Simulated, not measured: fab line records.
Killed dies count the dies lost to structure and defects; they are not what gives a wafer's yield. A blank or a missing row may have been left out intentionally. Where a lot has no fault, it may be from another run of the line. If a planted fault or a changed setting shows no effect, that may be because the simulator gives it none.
One fault seen from 2 desks    flow gf180mcu    each desk holds nothing but its own numbers, with what lay behind them at the end

## AT THE METROLOGY DESK
Lot by lot, what the gauges showed, no matter which tool ran the lot: averages of those sampled wafers that carry a number. Marked OUT: a lot whose mean sits more than 4 standard deviations from the usual mean, which makes it out of limits; the brackets give that distance.
Columns: A = V5_CVD_02_THK at GF_V5_THK_MEAS_03, usual 1450 nm; B = V5_W_RS at GF_V5_RS_MEAS_24, usual 0.325 ohm/sq
lot   first seen here  A     B
L679  day 26 05:35     1467  0.322
L680  day 26 15:31     1461  0.323
L681  day 27 08:26     1454  0.331
L683  day 27 13:36     1466  0.326
L682  day 27 18:05     1443  0.325
L686  day 28 17:45     1456  0.322
L688  day 29 02:02     1468  0.326
L689  day 29 12:55     1446  0.329
L690  day 29 15:41     1449  0.328
L691  day 30 02:29     1441  0.328
L692  day 30 11:05     1453  0.330
L694  day 30 23:08     1461  0.326
L693  day 31 01:52     1433  0.327
This desk's finding: nothing out of limits on any of the 13 lots.

## AT THE TOOL OWNER'S DESK: cmp-02
The tool's own readings at GF_V5_CMP_04 (polishes SiO2): means of the sampled wafers that have a number, for each lot that ran on this tool. Marked OUT: a lot whose mean sits more than 4 standard deviations from the usual mean, which makes it out of limits; the brackets give that distance.
Columns: A = motor_current_A at GF_V5_CMP_04, usual 12.1 A; B = slurry_flow_ml_min at GF_V5_CMP_04, usual 150.0
lot   first seen here  A     B
L680  day 26 15:38     12.3  150.1
L682  day 27 18:14     12.1  149.4
L686  day 28 17:54     11.9  150.2
L690  day 29 15:47     12.7  149.7
L691  day 30 02:38     12.3  150.1
L692  day 30 11:08     11.5  150.3
L694  day 30 23:17     13.1  150.1
L693  day 31 02:01     11.9  150.6
This desk's finding: nothing out of limits on any of the 8 lots.

## PUT TOGETHER
From the metrology desk's view, nothing was out of limits.
The tool owner's desk saw nothing out of limits.

## WHAT THE SIMULATOR PUT IN
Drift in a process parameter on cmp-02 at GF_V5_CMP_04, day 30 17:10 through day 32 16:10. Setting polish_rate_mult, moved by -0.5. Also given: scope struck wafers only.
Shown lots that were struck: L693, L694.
